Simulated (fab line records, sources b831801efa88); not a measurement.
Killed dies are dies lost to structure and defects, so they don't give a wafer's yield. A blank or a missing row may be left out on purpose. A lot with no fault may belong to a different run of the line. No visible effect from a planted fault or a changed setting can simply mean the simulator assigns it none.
Check for tools in common	flow gf180mcu	42 wafers sampled across 14 lots

WHAT PROMPTED THE OPENING
Of 14 lots, 2 have the reading VT_IMPLANT_4_TW flagged at GF_VT_IMPLANT_TW_MEAS_43. No-fault wafers: 693, standard deviation 5.5.
Rule: a lot is flagged in two cases, either no wafer of it has a number, or all its wafers with numbers fall more than 4 standard deviations from that mean. The other lots count as sound.

lot	measured	on	VT_IMPLANT_4_TW, wafer by wafer	flag
L766	day 7 17:13	film metro-01	703 704 702	
L770	day 8 22:01	film metro-04	689 682 687	
L771	day 9 02:23	film metro-04	685 687 691	
L772	day 9 04:53	film metro-01	705 703 701	
L773	day 9 20:40	film metro-04	691 690 696	
L774	day 9 21:28	film metro-04	690 691 693	
L775	day 10 04:49	film metro-03	694 691 692	
L777	day 10 21:52	film metro-04	618 617 619	FLAGGED
L778	day 11 09:29	film metro-01	695 696 698	
L779	day 11 22:19	film metro-04	688 690 689	
L781	day 12 05:58	film metro-03	623 621 619	FLAGGED
L786	day 13 13:16	film metro-04	687 687 684	
L787	day 13 15:46	film metro-01	703 695 697	
L788	day 14 00:31	film metro-04	690 688 689	
Average over the flagged lots: 620; offset from the usual -74, equal to -13 standard deviations.

TOOL THAT RAN EACH LOT
The record holds 1 process step before the reading, out of a route of 602 steps. Cell contents, in order: the tool; ch with the chambers the sampled wafers went through; the start.
lot	flag	GF_VT_IMPLANT_IMPLANT_41
L766		implanter-04 ch 0, day 7 16:58
L770		implanter-01 ch 0, day 8 21:46
L771		implanter-02 ch 0, day 9 02:10
L772		implanter-02 ch 0, day 9 04:39
L773		implanter-01 ch 0, day 9 20:27
L774		implanter-01 ch 0, day 9 21:13
L775		implanter-01 ch 0, day 10 04:34
L777	FLAGGED	implanter-01 ch 0, day 10 21:37
L778		implanter-04 ch 0, day 11 09:16
L779		implanter-04 ch 0, day 11 22:04
L781	FLAGGED	implanter-01 ch 0, day 12 05:44
L786		implanter-04 ch 0, day 13 13:01
L787		implanter-04 ch 0, day 13 15:31
L788		implanter-02 ch 0, day 14 00:16
What these steps do:
- GF_VT_IMPLANT_IMPLANT_41
- GF_VT_IMPLANT_TW_MEAS_43

FLAGGED OVER TOTAL, TOOL BY TOOL (the gauges that took the reading come last)
step	tool	lots run	flagged	share of the flagged lots	sound lots run after its first flagged lot
GF_VT_IMPLANT_IMPLANT_41	implanter-01	6	2	all	0
GF_VT_IMPLANT_IMPLANT_41	implanter-02	3	0	none	-
GF_VT_IMPLANT_IMPLANT_41	implanter-04	5	0	none	-
GF_VT_IMPLANT_TW_MEAS_43	film metro-01	4	0	none	-
GF_VT_IMPLANT_TW_MEAS_43	film metro-03	2	1	some	0
GF_VT_IMPLANT_TW_MEAS_43	film metro-04	8	1	some	3 (L779,L786,L788)

THE TABLE: WHAT IT ALLOWS
All flagged lots share 1 row of the table, namely implanter-01 at GF_VT_IMPLANT_IMPLANT_41.
- implanter-01 at GF_VT_IMPLANT_IMPLANT_41: 2 of its 6 lots flagged. Its last sound lot is L775 (day 10 04:34), its first flagged lot L777 (day 10 21:37): a fault that began between those two fits. Its own readings lie more than 4 standard deviations out on every wafer of the flagged lots: tilt deg.
Just one tool remains: implanter-01 at GF_VT_IMPLANT_IMPLANT_41.

WHAT HAD BEEN PUT IN BY THE SIMULATOR
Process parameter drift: implanter-01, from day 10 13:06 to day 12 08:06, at GF_VT_IMPLANT_IMPLANT_41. From 7, the setting tilt deg moved by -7. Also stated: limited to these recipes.
Lots struck among those shown: L777, L781. The rule above reached the same finding.
